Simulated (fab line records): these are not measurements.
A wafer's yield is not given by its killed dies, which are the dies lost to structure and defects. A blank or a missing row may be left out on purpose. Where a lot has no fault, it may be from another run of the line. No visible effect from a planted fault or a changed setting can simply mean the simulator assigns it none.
Which tool was responsible? + flow sky130 + 10 lots, 30 wafers sampled, at 6 steps of a route of 708

== WHAT EACH GAUGE READ, for each wafer ==
SKY_POLY_GATE_THK_MEAS_01.
| lot  | measured     | on            | POLY_GATE_CVD_00_THK (nm) |
|------|--------------|---------------|---------------------------|
| L815 | day 15 00:17 | film metro-04 | 176.6 176.4 176.0         |
| L818 | day 16 02:24 | film metro-04 | 179.2 177.5 178.0         |
| L819 | day 16 12:10 | film metro-01 | 160.0 159.5 160.9         |
| L820 | day 17 00:02 | film metro-04 | 157.9 159.1 157.4         |
| L829 | day 20 23:03 | film metro-02 | 180.3 180.1 178.9         |
| L831 | day 21 05:13 | film metro-01 | 176.9 178.4 178.0         |
| L832 | day 21 10:55 | film metro-01 | 176.5 176.2 175.5         |
| L833 | day 22 03:52 | film metro-01 | 181.1 180.8 181.9         |
| L834 | day 22 06:34 | film metro-04 | 178.5 178.4 178.2         |
| L835 | day 22 11:46 | film metro-02 | 177.0 175.8 178.3         |

SKY_VIA1_OVL_MEAS_13.
| lot  | measured     | on         | VIA1_OVL (nm) |
|------|--------------|------------|---------------|
| L815 | day 35 12:41 | overlay-02 | 2 4 6         |
| L818 | day 35 22:46 | overlay-02 | -11 -13 -7    |
| L819 | day 36 07:39 | overlay-02 | -3 -3 -10     |
| L820 | day 36 19:22 | overlay-02 | 1 -5 -3       |
| L829 | day 40 00:46 | overlay-01 | -1 0 -5       |
| L831 | day 40 06:25 | overlay-02 | -3 -4 -7      |
| L832 | day 40 13:26 | overlay-02 | 12 8 21       |
| L833 | day 41 01:20 | overlay-02 | -9 -17 -12    |
| L834 | day 41 03:52 | overlay-02 | 0 -4 2        |
| L835 | day 41 08:52 | overlay-01 | -2 -1 -2      |

== TOOL THAT RAN EACH LOT (tool first, then ch and the chambers of the sampled wafers, then the start) ==
| lot  | SKY_POLY_GATE_CVD_00        | SKY_POLY_GATE_ETCH_17            | SKY_CONTACT_STRIP_19                 | SKY_METAL1_SPUTTER_00        |
|------|-----------------------------|----------------------------------|--------------------------------------|------------------------------|
| L815 | lpcvd-01 ch 1, day 14 23:05 | rie si-01 ch 0,1, day 18 02:15   | plasma asher-04 ch 0,1, day 33 04:45 | pvd sputter-01, day 33 06:04 |
| L818 | lpcvd-01 ch 0, day 16 01:12 | rie si-01 ch 0,2, day 18 14:30   | plasma asher-03 ch 0, day 33 15:08   | pvd sputter-02, day 33 16:24 |
| L819 | lpcvd-01 ch 0, day 16 10:57 | rie si-02 ch 1,3, day 19 00:18   | plasma asher-04 ch 0,1, day 33 23:55 | pvd sputter-02, day 34 01:08 |
| L820 | lpcvd-01 ch 1, day 16 22:50 | rie si-01 ch 1,2,3, day 19 13:29 | plasma asher-04 ch 0,1, day 34 11:38 | pvd sputter-04, day 34 12:55 |
| L829 | lpcvd-01 ch 1, day 20 21:51 | rie si-02 ch 0,1,2, day 23 13:27 | plasma asher-04 ch 0,1, day 37 20:33 | pvd sputter-02, day 37 21:47 |
| L831 | lpcvd-01 ch 1, day 21 04:01 | rie si-02 ch 1,2, day 23 19:03   | plasma asher-02 ch 1, day 38 01:27   | pvd sputter-04, day 38 02:43 |
| L832 | lpcvd-01 ch 0, day 21 09:42 | rie si-01 ch 1,2, day 24 01:02   | plasma asher-03 ch 0,1, day 38 08:30 | pvd sputter-02, day 38 09:45 |
| L833 | lpcvd-01 ch 1, day 22 02:38 | rie si-02 ch 0,1, day 24 17:32   | plasma asher-04 ch 0,1, day 38 19:50 | pvd sputter-01, day 38 21:03 |
| L834 | lpcvd-01 ch 1, day 22 04:46 | rie si-01 ch 0,2, day 24 19:41   | plasma asher-02 ch 0,1, day 38 23:46 | pvd sputter-04, day 39 01:01 |
| L835 | lpcvd-01 ch 1, day 22 10:34 | rie si-02 ch 0,1,2, day 25 01:32 | plasma asher-04 ch 0,1, day 39 04:47 | pvd sputter-01, day 39 06:09 |
- SKY_POLY_GATE_CVD_00: deposits poly-Si, target thk 180 nm, time 720 s.
- SKY_POLY_GATE_ETCH_17: etches poly-Si in HBr/Cl2, stops on SiO2, target depth 180 nm, time 70.5 s.
- SKY_CONTACT_STRIP_19: strips in O2/N2.
- SKY_METAL1_SPUTTER_00: material Ti, target thk 15 nm, time 10 s.

== AS READ BY THE TOOLS THEMSELVES (means over the sampled wafers that have a number; for cases with no such wafer, the mark the record gives instead) ==
SKY_POLY_GATE_CVD_00.
| lot  | tool     | spike tc centre C (C) | spike tc lower C (C) | spike tc upper C (C) | susceptor temp C (C) | zone power centre pct (%) |
|------|----------|-----------------------|----------------------|----------------------|----------------------|---------------------------|
| L815 | lpcvd-01 | 621.4                 | 619.8                | 615.7                | 619.5                | 10.7                      |
| L818 | lpcvd-01 | 621.9                 | 620.9                | 620.7                | 620.1                | 9.8                       |
| L819 | lpcvd-01 | 616.8                 | 615.1                | 614.7                | 614.9                | 9.5                       |
| L820 | lpcvd-01 | 616.8                 | 615.1                | 612.3                | 614.9                | 10.6                      |
| L829 | lpcvd-01 | 623.1                 | 621.3                | 618.2                | 620.0                | 10.6                      |
| L831 | lpcvd-01 | 621.5                 | 620.4                | 617.6                | 620.3                | 10.6                      |
| L832 | lpcvd-01 | 621.9                 | 619.0                | 620.1                | 620.2                | 9.7                       |
| L833 | lpcvd-01 | 622.4                 | 621.2                | 616.8                | 620.0                | 10.7                      |
| L834 | lpcvd-01 | 622.2                 | 621.0                | 617.9                | 620.0                | 10.6                      |
| L835 | lpcvd-01 | 621.0                 | 620.3                | 617.1                | 620.1                | 10.6                      |

SKY_POLY_GATE_ETCH_17.
| lot  | tool      | bias w (W) | chamber pressure mTorr (mTorr) | drypump motor current A (A) | oes product au (a.u.) | rf fwd power W (W) | throttle valve pct (%) |
|------|-----------|------------|--------------------------------|-----------------------------|-----------------------|--------------------|------------------------|
| L815 | rie si-01 | 100.0      | 9.996                          | 5.6                         | 0.978                 | 396.8              | 33.694                 |
| L818 | rie si-01 | 100.0      | 9.998                          | 6.0                         | 0.981                 | 398.7              | 33.679                 |
| L819 | rie si-02 | 99.6       | 9.999                          | 5.5                         | 0.917                 | 394.3              | 33.688                 |
| L820 | rie si-01 | 99.9       | 10.003                         | 5.8                         | 0.903                 | 398.0              | 33.674                 |
| L829 | rie si-02 | 100.1      | 10.001                         | 5.6                         | 0.991                 | 398.1              | 33.693                 |
| L831 | rie si-02 | 100.2      | 9.994                          | 5.7                         | 0.984                 | 396.5              | 33.688                 |
| L832 | rie si-01 | 100.2      | 9.997                          | 5.8                         | 0.973                 | 398.4              | 33.688                 |
| L833 | rie si-02 | 99.8       | 9.992                          | 5.5                         | 0.988                 | 397.8              | 33.683                 |
| L834 | rie si-01 | 100.4      | 9.999                          | 6.0                         | 0.984                 | 396.9              | 33.683                 |
| L835 | rie si-02 | 100.0      | 9.996                          | 5.6                         | 0.977                 | 397.8              | 33.690                 |

SKY_CONTACT_STRIP_19.
| lot  | tool            | chamber pressure mTorr (mTorr) | drypump motor current A (A) | oes product au (a.u.) | strip time to endpoint s (s) |
|------|-----------------|--------------------------------|-----------------------------|-----------------------|------------------------------|
| L815 | plasma asher-04 | 1499.6                         | 5.5                         | 0.385                 | 3.60                         |
| L818 | plasma asher-03 | 1500.5                         | 6.0                         | 0.384                 | 3.66                         |
| L819 | plasma asher-04 | 1500.2                         | 5.3                         | 0.379                 | 3.54                         |
| L820 | plasma asher-04 | 1500.7                         | 5.3                         | 0.377                 | 3.66                         |
| L829 | plasma asher-04 | 1498.7                         | 5.5                         | 0.382                 | 3.59                         |
| L831 | plasma asher-02 | 1500.6                         | 5.4                         | 0.382                 | 3.64                         |
| L832 | plasma asher-03 | 1500.3                         | 5.6                         | 0.386                 | 3.65                         |
| L833 | plasma asher-04 | 1500.0                         | 5.3                         | 0.386                 | 3.66                         |
| L834 | plasma asher-02 | 1500.5                         | 5.8                         | 0.386                 | 3.67                         |
| L835 | plasma asher-04 | 1500.2                         | 5.3                         | 0.378                 | 3.61                         |

SKY_METAL1_SPUTTER_00.
| lot  | tool           | throttle valve pct (%) |
|------|----------------|------------------------|
| L815 | pvd sputter-01 | 29.2                   |
| L818 | pvd sputter-02 | 28.8                   |
| L819 | pvd sputter-02 | 30.4                   |
| L820 | pvd sputter-04 | 30.6                   |
| L829 | pvd sputter-02 | 30.2                   |
| L831 | pvd sputter-04 | 30.5                   |
| L832 | pvd sputter-02 | 29.2                   |
| L833 | pvd sputter-01 | 29.9                   |
| L834 | pvd sputter-04 | 30.7                   |
| L835 | pvd sputter-01 | 29.3                   |

== THE ANSWER, worked out from the rows above alone ==
Rule: the lots themselves supply what counts as usual. The widest of any qualifying gaps counts: lots, ordered by their means at a reading, are off when they make up no more than a third of the lots, leave a main group of 4 or more, and stand apart from it by 3 or more times the standard deviation of that group's means. If all means in a main group match to the digits the tables above print for the reading, that group is not used. Also off: a lot with no number at a reading for which 4 or more lots have one. Where the step has rows for the other lots, those lots are counted as sound. The gauges are gone through in route order, then the tools' own readings, and for those a lot's mean is taken as printed above. The first step at which some lot is off is used, and at that step the reading that is off furthest; a lot without a number counts as furthest.
Off: at SKY_POLY_GATE_THK_MEAS_01 (POLY_GATE_CVD_00_THK), L819, L820. For the main group the mean is 178.1 nm and the standard deviation 1.6.
If a tool, at a process step before that reading, ran all the lots that are off and no sound lot after the first of them, it fits. The gauges at SKY_POLY_GATE_THK_MEAS_01 aren't tried: what is off there is off at SKY_POLY_GATE_CVD_00 too, on other tools, and a gauge's error can't cause that. Of those tried, none fits.

== WHAT THE SIMULATOR HAD PUT IN ==
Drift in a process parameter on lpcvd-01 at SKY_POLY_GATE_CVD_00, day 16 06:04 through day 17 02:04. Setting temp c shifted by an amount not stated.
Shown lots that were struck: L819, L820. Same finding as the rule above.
